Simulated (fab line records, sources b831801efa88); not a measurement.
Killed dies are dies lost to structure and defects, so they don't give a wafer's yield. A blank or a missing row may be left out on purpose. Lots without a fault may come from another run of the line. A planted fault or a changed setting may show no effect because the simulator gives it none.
Problem report in the 8D (eight disciplines) form, filled by code | flow gf180mcu | the parts of the form that need people (team, actions taken, sign-off) are left out

1. THE PROBLEM
time_to_endpoint_s at GF_V3_CMP_04 reads a mean of 14 s on 3 wafers of 2 lots; wafers without a fault read 78 s with a standard deviation of 6.2. That is -10 standard deviations from the usual mean.
The step: polishes SiO2.
First seen on wafer L812.2, day 24 04:40, on cmp-01. The record holds 42 wafers of 14 lots with a number at this step. Rule for "out", or "out of limits": more than 4 standard deviations from the usual mean. The other wafers with a number count as sound.

2. WHAT IT IS AND WHAT IT IS NOT
question                    | is                     | is not
which readings at this step | time_to_endpoint_s     | motor_current_A
which lots                  | L812, L816             | L804, L805, L806, L807, L808, L810, L811, L813, L821, L823, L824, L827
which wafers of those lots  | L812.2, L816.1, L816.5 | L812.1, L812.4, L816.3
read on which tools         | cmp-01                 | cmp-02
when                        | from day 24 04:40      | up to then (23 sound wafers); but 16 sound wafers of L813, L816, L821, L823, L824, L827 came after

3. SUSPECTS, AND WHAT RULES EACH OUT
Counting: a tool at a process step up to the reading stays a suspect if it ran every lot that is out. Sound lots after the first of them don't rule it out here, since some wafers of a struck lot are sound.
- pvd_sputter-02 at GF_M3_SPUTTER_03 (material Ti, target thk 10 nm, time 6.7 s): kept. It ran every lot that is out, first L812 (day 23 06:18); its last sound lot up to then is L808 (day 21 21:13).
- cmp-01 at GF_V3_CMP_04 (polishes SiO2): kept. It ran every lot that is out, first L812 (day 24 04:40); its last sound lot up to then is L811 (day 24 03:07). Its own readings are out on those wafers: time_to_endpoint_s.
- Within cmp-01 at GF_V3_CMP_04: the wafers that are out ran in chamber 0; their sound lot-mates ran in chambers 1, 2.
Left after counting: pvd_sputter-02 at GF_M3_SPUTTER_03, cmp-01 at GF_V3_CMP_04.

4. THE CAUSE (what the simulator had put in)
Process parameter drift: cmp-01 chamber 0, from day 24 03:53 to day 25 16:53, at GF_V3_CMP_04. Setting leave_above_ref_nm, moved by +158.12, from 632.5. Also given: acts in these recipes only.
Counting left 2 suspects, and this tool is among them.

5. THE CHAIN OF EFFECTS, in route order
Each row: a reading whose mean over the struck wafers that have a number lies more than 3 standard deviations from the usual. Only readings for which the record gives a usual standard deviation are gone through. hours: the time from each lot's start at the first step in this table that gives one to its start at this step, as a median over the lots. sigmas: the change in usual standard deviations.
hours | step          | reading            | usual      | on struck wafers | change | sigmas
0     | GF_V3_CMP_04  | time_to_endpoint_s | 78 s       | 14               | -64    | -10
-     | GF_V3_ETCH_17 | oes_product_au     | 0.856 a.u. | 0.972            | +0.116 | +26
The process steps in it:
- GF_V3_CMP_04: polishes SiO2.
- GF_V3_ETCH_17: etches SiO2 in C4F8/O2/Ar, stops on TiN, target depth 635 nm.
Later measuring or inspecting steps at which every struck wafer that the step has a row for has a number for every such reading, and none has moved that far: GF_V3_RS_MEAS_24.

6. WHAT WOULD HAVE CAUGHT IT SOONER
In this record the first reading out of limits was taken at day 24 04:40, 1 hour after the fault began at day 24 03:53.
